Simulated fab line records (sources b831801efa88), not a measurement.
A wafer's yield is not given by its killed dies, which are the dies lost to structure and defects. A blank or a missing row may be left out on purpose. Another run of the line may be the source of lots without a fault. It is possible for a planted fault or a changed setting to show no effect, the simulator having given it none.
Matching of chambers / flow gf180mcu / 4 sister chambers for GF_V4_CMP_04 on cmp-02
The step polishes SiO2. 8 wafers are shown with their chamber, then 12 later ones without.

WAFERS, EACH WITH ITS CHAMBER
wafer=L089.3; chamber=0; motor_current_A (A)=10.7; time_to_endpoint_s (s)=81
wafer=L089.4; chamber=2; motor_current_A (A)=9.8; time_to_endpoint_s (s)=85
wafer=L089.5; chamber=3; motor_current_A (A)=11.8; time_to_endpoint_s (s)=88
wafer=L090.1; chamber=2; motor_current_A (A)=10.4; time_to_endpoint_s (s)=81
wafer=L090.6; chamber=0; motor_current_A (A)=10.9; time_to_endpoint_s (s)=87
wafer=L091.2; chamber=3; motor_current_A (A)=11.4; time_to_endpoint_s (s)=87
wafer=L091.4; chamber=1; motor_current_A (A)=11.3; time_to_endpoint_s (s)=91
wafer=L091.5; chamber=1; motor_current_A (A)=11.9; time_to_endpoint_s (s)=91

WAFERS WHOSE CHAMBER IS MISSING
wafer=L092.1; motor_current_A (A)=10.6; time_to_endpoint_s (s)=76
wafer=L092.4; motor_current_A (A)=10.0; time_to_endpoint_s (s)=81
wafer=L092.5; motor_current_A (A)=11.0; time_to_endpoint_s (s)=86
wafer=L094.1; motor_current_A (A)=10.5; time_to_endpoint_s (s)=90
wafer=L094.4; motor_current_A (A)=10.8; time_to_endpoint_s (s)=96
wafer=L094.6; motor_current_A (A)=12.1; time_to_endpoint_s (s)=97
wafer=L095.4; motor_current_A (A)=10.4; time_to_endpoint_s (s)=86
wafer=L095.5; motor_current_A (A)=11.0; time_to_endpoint_s (s)=96
wafer=L095.6; motor_current_A (A)=10.3; time_to_endpoint_s (s)=84
wafer=L097.2; motor_current_A (A)=11.4; time_to_endpoint_s (s)=86
wafer=L097.3; motor_current_A (A)=9.7; time_to_endpoint_s (s)=72
wafer=L097.4; motor_current_A (A)=10.2; time_to_endpoint_s (s)=82

CHAMBER TAKEN BY EACH
wafer=L092.1; from the rows above=can't be placed: 2 or 0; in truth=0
wafer=L092.4; from the rows above=can't be placed: 2 or 0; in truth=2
wafer=L092.5; from the rows above=can't be placed: 0 or 3 or 1 or 2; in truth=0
wafer=L094.1; from the rows above=can't be placed: 0 or 2 or 1 or 3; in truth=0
wafer=L094.4; from the rows above=can't be placed: 1 or 3 or 0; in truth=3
wafer=L094.6; from the rows above=can't be placed: 1 or 3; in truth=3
wafer=L095.4; from the rows above=can't be placed: 0 or 2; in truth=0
wafer=L095.5; from the rows above=can't be placed: 1 or 3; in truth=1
wafer=L095.6; from the rows above=can't be placed: 2 or 0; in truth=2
wafer=L097.2; from the rows above=can't be placed: 3 or 0 or 1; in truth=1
wafer=L097.3; from the rows above=can't be placed: 2 or 0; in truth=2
wafer=L097.4; from the rows above=can't be placed: 2 or 0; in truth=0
Placed correctly: 0 of 12. Cannot be placed on the basis of these rows: 12; the candidates contain the true chamber in 12. Placed wrongly: 0.
How it was worked out, from the rows above alone: a wafer's distance from a chamber is the root of the sum, over the readings, of the square of ((its reading less the chamber's mean) divided by the reading's scatter). If the next closest chamber is less than 2 further off than the closest, the wafer can't be placed; otherwise it belongs to the closest. The mean given for a chamber averages the wafers shown for that chamber. The scatter: the root of (the sum of the squares of (reading less its chamber's mean) over the shown wafers, divided by (wafers less chambers)).
